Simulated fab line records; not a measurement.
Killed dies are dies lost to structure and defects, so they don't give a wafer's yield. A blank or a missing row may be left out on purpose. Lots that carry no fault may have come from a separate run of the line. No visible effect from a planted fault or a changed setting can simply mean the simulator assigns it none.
Chamber matching ; flow gf180mcu ; GF_CONTACT_CVD_02 on pecvd-03: 3 sister chambers
The step deposits SiO2 from TEOS, target thk 860 nm, time 95.992 s. 14 wafers are shown with their chamber, then 7 later ones without.

WAFERS WITH THEIR CHAMBER
wafer;chamber;heater_power_w (W);heater_power_outer_w (W)
L075.3;0;828;468
L075.4;1;830;481
L075.5;2;562;329
L081.3;1;876;515
L081.4;0;842;451
L081.5;2;701;426
L084.2;0;685;341
L084.3;1;821;480
L084.4;0;732;392
L088.4;1;893;536
L088.5;0;832;452
L088.6;2;623;368
L090.1;1;917;556
L090.4;1;972;570

SIGNATURES (means of the wafers above)
reading;chamber 0;chamber 1;chamber 2;scatter within a chamber
heater_power_w;783.80;884.83;628.67;64.4
heater_power_outer_w;420.80;523.00;374.33;45.9
Rule: a wafer's distance from a chamber is the root of the sum, over the readings, of the square of ((its reading less the chamber's mean) divided by the reading's scatter). The wafer belongs to the nearest chamber; if the next one is less than 2 further off, it can't be placed. The scatter: the root of (the sum of the squares of (reading less its chamber's mean) over the shown wafers, divided by (wafers less chambers)).

WAFERS WITHOUT THEIR CHAMBER
wafer;heater_power_w (W);heater_power_outer_w (W)
L090.6;829;453
L092.1;685;430
L092.2;904;549
L092.3;833;459
L096.1;646;388
L096.3;846;500
L096.6;847;466

THE CHAMBER EACH PASSED THROUGH
wafer;from the rows above;in truth
L090.6;can't be placed: 0 or 1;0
L092.1;can't be placed: 2 or 0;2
L092.2;1;1
L092.3;can't be placed: 0 or 1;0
L096.1;can't be placed: 2 or 0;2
L096.3;can't be placed: 1 or 0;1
L096.6;can't be placed: 1 or 0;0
Placed correctly: 1 of 7. Not placeable from these rows: 6 (in 6, the candidates include the true chamber). Wrongly placed: 0.
